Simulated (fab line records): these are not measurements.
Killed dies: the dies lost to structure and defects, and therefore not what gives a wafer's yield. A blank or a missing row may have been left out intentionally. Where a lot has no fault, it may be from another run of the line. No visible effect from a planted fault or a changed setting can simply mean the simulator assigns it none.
Which of the tools did it?	flow sky130	10 lots, 30 wafers sampled, at 6 steps of a route of 708

## WHAT THE GAUGES READ, wafer by wafer
SKY_VIA4_BOW_MEAS_03.
lot	measured	on	VIA4_BOW (um)
L725	day 42 03:03	filmMetro-02	67 79 90
L726	day 42 10:49	filmMetro-04	99 91 97
L730	day 43 14:25	filmMetro-02	88 93 76
L732	day 44 02:10	filmMetro-02	77 80 90
L733	day 44 23:04	filmMetro-02	91 80 84
L739	day 46 03:20	filmMetro-01	80 75 73
L743	day 46 21:38	filmMetro-02	62 74 75
L744	day 47 07:32	filmMetro-01	99 90 71
L746	day 47 21:29	filmMetro-04	71 77 75
L747	day 48 03:35	filmMetro-02	80 86 88

SKY_VIA4_RS_MEAS_19: uses a four-point probe to measure.
lot	measured	on	VIA4_W_RS (ohm/sq)
L725	day 43 02:54	filmMetro-04	0.2238 0.2263 0.2255
L726	day 43 11:08	filmMetro-02	0.2303 0.2280 0.2268
L730	day 44 13:56	filmMetro-02	0.2271 0.2265 0.2281
L732	day 45 01:28	filmMetro-04	0.2267 0.2261 0.2308
L733	day 45 20:59	filmMetro-02	0.2276 0.2290 0.2275
L739	day 47 00:49	filmMetro-02	0.3350 0.2259 0.3351
L743	day 47 18:38	filmMetro-01	0.3374 0.2279 0.2274
L744	day 48 04:29	filmMetro-01	0.2303 0.2292 0.2315
L746	day 48 17:32	filmMetro-01	0.2268 0.2268 0.2241
L747	day 48 23:10	filmMetro-02	0.2248 0.2253 0.2258

SKY_VIA4_THK_MEAS_20: measures by xrf.
lot	measured	on	VIA4_W_THK (nm)
L725	day 43 03:01	filmMetro-04	502 495 495
L726	day 43 11:16	filmMetro-02	485 491 496
L730	day 44 14:02	filmMetro-02	488 493 487
L732	day 45 01:35	filmMetro-04	491 491 482
L733	day 45 21:05	filmMetro-02	491 485 487
L739	day 47 00:56	filmMetro-02	335 496 336
L743	day 47 18:44	filmMetro-01	336 490 491
L744	day 48 04:35	filmMetro-01	490 488 486
L746	day 48 17:39	filmMetro-01	497 496 503
L747	day 48 23:16	filmMetro-02	498 497 498

## EACH LOT AND THE TOOL THAT RAN IT (in order: tool; ch and the chambers of the sampled wafers; start)
lot	SKY_METAL4_SPUTTER_01	SKY_METAL4_SPUTTER_03	SKY_VIA4_CVD_18
L725	pvdSputter-03, day 40 00:31	pvdSputter-03, day 40 00:34	cvdW-01 ch 0, day 43 02:44
L726	pvdSputter-04, day 40 08:19	pvdSputter-04, day 40 08:22	cvdW-02 ch 0,1, day 43 10:59
L730	pvdSputter-04, day 41 12:49	pvdSputter-04, day 41 12:52	cvdW-01 ch 0,1, day 44 13:47
L732	pvdSputter-04, day 42 01:04	pvdSputter-04, day 42 01:07	cvdW-02 ch 0,1, day 45 01:19
L733	pvdSputter-04, day 42 23:03	pvdSputter-04, day 42 23:07	cvdW-02 ch 0,1, day 45 20:49
L739	pvdSputter-01, day 44 05:19	pvdSputter-01, day 44 05:22	cvdW-02 ch 0,1, day 47 00:40
L743	pvdSputter-04, day 44 23:37	pvdSputter-04, day 44 23:41	cvdW-02 ch 0,1, day 47 18:29
L744	pvdSputter-03, day 45 10:10	pvdSputter-03, day 45 10:13	cvdW-01 ch 1, day 48 04:19
L746	pvdSputter-04, day 46 03:04	pvdSputter-04, day 46 03:08	cvdW-01 ch 0,1, day 48 17:23
L747	pvdSputter-03, day 46 09:07	pvdSputter-03, day 46 09:11	cvdW-01 ch 0,1, day 48 23:01
- SKY_METAL4_SPUTTER_01: material TiN, target thk 20 nm, time 16.7 s.
- SKY_METAL4_SPUTTER_03: material Ti, target thk 5 nm, time 3.3 s.
- SKY_VIA4_CVD_18: deposits W, target thk 505 nm, time 152.14 s.

## AS READ BY THE TOOLS THEMSELVES (means over the sampled wafers that have a number; for cases with no such wafer, the mark the record gives instead)
SKY_METAL4_SPUTTER_01.
lot	tool	throttleValvePct (%)
L725	pvdSputter-03	29.0
L726	pvdSputter-04	30.1
L730	pvdSputter-04	31.1
L732	pvdSputter-04	30.0
L733	pvdSputter-04	30.2
L739	pvdSputter-01	30.4
L743	pvdSputter-04	30.4
L744	pvdSputter-03	28.0
L746	pvdSputter-04	29.2
L747	pvdSputter-03	29.0

SKY_METAL4_SPUTTER_03.
lot	tool	throttleValvePct (%)
L725	pvdSputter-03	28.9
L726	pvdSputter-04	29.9
L730	pvdSputter-04	31.2
L732	pvdSputter-04	30.0
L733	pvdSputter-04	30.1
L739	pvdSputter-01	30.3
L743	pvdSputter-04	30.4
L744	pvdSputter-03	28.0
L746	pvdSputter-04	29.2
L747	pvdSputter-03	28.9

SKY_VIA4_CVD_18.
lot	tool	heaterPowerOuterW (W)	heaterPowerW (W)	susceptorTempC (C)
L725	cvdW-01	549	880	399.89
L726	cvdW-02	481	863	400.05
L730	cvdW-01	529	868	399.82
L732	cvdW-02	481	868	400.02
L733	cvdW-02	482	874	399.84
L739	cvdW-02	443	789	386.11
L743	cvdW-02	462	833	393.03
L744	cvdW-01	523	886	399.96
L746	cvdW-01	548	888	399.89
L747	cvdW-01	548	889	400.12

## THE ANSWER, worked out from the rows above alone
Rule: the lots themselves supply what counts as usual. Put in order of their means at a reading, lots are off if they are a third of the lots or fewer, leave a main group of 4 or more, and stand apart from it by a gap of 3 or more times the standard deviation of the main group's means; of several such gaps the widest counts. A main group is skipped when, at the precision printed for the reading in the tables above, its means are all equal. Also off: a lot with no number at a reading for which 4 or more lots have one. Any other lot the step has rows for is counted as sound. The gauges are gone through in route order, then the tools' own readings, and for those a lot's mean is taken as printed above. At the first step where some lot is off, the reading lying furthest off is the one used; lots without a number count as furthest.
Off: L739, L743, at SKY_VIA4_RS_MEAS_19 (VIA4_W_RS). For the main group the mean is 0.2273 ohm/sq and the standard deviation 0.0016.
If a tool, at a process step before that reading, ran all the lots that are off and no sound lot after the first of them, it fits. The gauges at SKY_VIA4_RS_MEAS_19 aren't tried: what is off there is off at SKY_VIA4_CVD_18 too, on other tools, and a gauge's error can't cause that. One fits: SKY_VIA4_CVD_18 on cvdW-02. Its last sound lot is L733 (day 45 20:49), its first lot that is off L739 (day 47 00:40): a fault that began between those two fits.
The tool's own readings at SKY_VIA4_CVD_18 bear it out: on the lots that are off they differ by more than 5 times the standard deviation of the sound lots' means. heaterPowerW reads 811 W there against 877 W on the sound lots; susceptorTempC reads 389.57 C there against 399.95 C on the sound lots.

## WHAT THE SIMULATOR PUT IN
cvdW-02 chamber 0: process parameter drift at SKY_VIA4_CVD_18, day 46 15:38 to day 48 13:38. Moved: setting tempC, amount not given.
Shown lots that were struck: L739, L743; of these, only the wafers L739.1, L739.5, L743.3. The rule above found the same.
